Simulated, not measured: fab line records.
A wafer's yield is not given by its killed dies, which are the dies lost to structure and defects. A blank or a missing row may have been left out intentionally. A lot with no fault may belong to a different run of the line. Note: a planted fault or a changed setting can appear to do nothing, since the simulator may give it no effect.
Which tool is to blame?	flow gf180mcu	13 lots with 39 wafers sampled at 4 steps, on a route of 602 steps

WHAT THE GAUGES READ, wafer by wafer
GF_HV_LDD_CD_MEAS_19 targets a cd of 400 nm.
lot	measured	on	cdNm (nm)
L828	day 11 00:43	cdSem-01	397.7 399.6 402.3
L830	day 11 16:56	cdSem-02	393.8 396.5 397.2
L832	day 11 22:52	cdSem-02	400.7 403.7 399.4
L833	day 12 06:07	cdSem-02	401.9 398.4 402.5
L834	day 12 11:40	cdSem-01	397.6 397.7 398.7
L835	day 13 00:13	cdSem-01	397.8 399.9 398.3
L836	day 13 09:41	cdSem-01	399.9 401.4 398.9
L840	day 14 19:28	cdSem-01	402.0 401.2 399.9
L842	day 15 11:22	cdSem-01	- - -
L844	day 16 02:16	cdSem-01	401.5 401.1 401.9
L847	day 16 18:26	cdSem-01	399.9 398.4 398.6
L848	day 17 02:31	cdSem-01	402.0 401.4 405.6
L851	day 18 00:58	cdSem-01	396.1 395.0 395.3

GF_HV_LDD_TW_MEAS_23.
lot	measured	on	HV_LDD_2_TW
L828	day 11 01:05	filmMetro-01	1035 1041 1044
L830	day 11 17:20	filmMetro-02	1059 1057 1054
L832	day 11 23:16	filmMetro-01	1036 1032 1032
L833	day 12 06:30	filmMetro-01	1033 1043 1036
L834	day 12 12:04	filmMetro-03	1051 1055 1052
L835	day 13 00:38	filmMetro-02	1051 1058 1057
L836	day 13 10:06	filmMetro-03	1049 1059 1048
L840	day 14 19:53	filmMetro-02	1060 1064 1064
L842	day 15 11:47	filmMetro-03	30 30 30
L844	day 16 02:40	filmMetro-01	1038 1043 1032
L847	day 16 18:50	filmMetro-02	1051 1058 1061
L848	day 17 02:56	filmMetro-03	1050 1054 1048
L851	day 18 01:21	filmMetro-01	1036 1041 1035

GF_PSD_CD_MEAS_07 targets a cd of 400 nm.
lot	measured	on	cdNm (nm)
L828	day 14 11:37	cdSem-01	397.2 396.7 398.0
L830	day 15 05:25	cdSem-02	401.6 401.3 402.7
L832	day 15 12:19	cdSem-02	402.5 400.9 398.9
L833	day 15 21:14	cdSem-02	399.3 398.6 400.9
L834	day 16 02:31	cdSem-02	401.4 400.0 400.4
L835	day 16 18:31	cdSem-02	396.2 397.5 397.5
L836	day 17 04:52	cdSem-02	396.6 397.6 396.9
L840	day 18 14:39	cdSem-01	401.5 403.6 406.1
L844	day 20 02:34	cdSem-01	402.0 402.4 399.8
L847	day 20 21:50	cdSem-02	397.1 397.8 396.6
L848	day 21 04:10	cdSem-01	399.4 399.2 398.9
L851	day 22 03:43	cdSem-01	404.6 403.0 403.1

WHICH TOOL RAN EACH LOT (tool, then ch and the chambers of the sampled wafers, then the start)
lot	GF_HV_LDD_EXPOSE_16
L828	ilineStepper-02 ch 0, day 10 16:05
L830	ilineStepper-01 ch 0, day 11 07:23
L832	ilineStepper-01 ch 0, day 11 13:41
L833	ilineStepper-02 ch 0, day 11 20:48
L834	ilineStepper-02 ch 0, day 12 01:32
L835	ilineStepper-01 ch 0, day 12 14:45
L836	ilineStepper-02 ch 0, day 13 00:01
L840	ilineStepper-01 ch 0, day 14 08:50
L842	ilineStepper-01 ch 0, day 15 00:41
L844	ilineStepper-01 ch 0, day 15 15:36
L847	ilineStepper-02 ch 0, day 16 07:11
L848	ilineStepper-02 ch 0, day 16 15:46
L851	ilineStepper-02 ch 0, day 17 13:40
- GF_HV_LDD_EXPOSE_16: exposes mask Pplus LV AREA, target cd 400 nm.

WHAT THE TOOLS THEMSELVES READ (means of the sampled wafers that have a number; where no wafer has one, the mark that the record gives instead)
The record holds no such reading with a usual standard deviation.

THE ANSWER, worked out from the rows above alone
Rule: the usual values come from the lots themselves. The widest of any qualifying gaps counts: lots, ordered by their means at a reading, are off when they make up no more than a third of the lots, leave a main group of 4 or more, and stand apart from it by 3 or more times the standard deviation of that group's means. A main group is skipped when, at the precision printed for the reading in the tables above, its means are all equal. A lot without any number at a reading at which 4 lots or more have one is off too. The other lots that the step has rows for count as sound. The gauges are gone through in route order, then the tools' own readings, and for those a lot's mean is taken as printed above. At the first step where some lot is off, the reading lying furthest off is the one used; lots without a number count as furthest.
Off at GF_HV_LDD_CD_MEAS_19 (cdNm): L842. Without a number there: L842. Main group: mean 399.6 nm, sd 2.2.
If a tool, at a process step before that reading, ran all the lots that are off and no sound lot after the first of them, it fits. Not tried: the gauges at GF_HV_LDD_CD_MEAS_19; whatever is off there is also off at GF_HV_LDD_TW_MEAS_23, on other tools, and gauge error can't account for it. Not one of the candidates tried fits.

WHAT THE SIMULATOR HAD INSERTED
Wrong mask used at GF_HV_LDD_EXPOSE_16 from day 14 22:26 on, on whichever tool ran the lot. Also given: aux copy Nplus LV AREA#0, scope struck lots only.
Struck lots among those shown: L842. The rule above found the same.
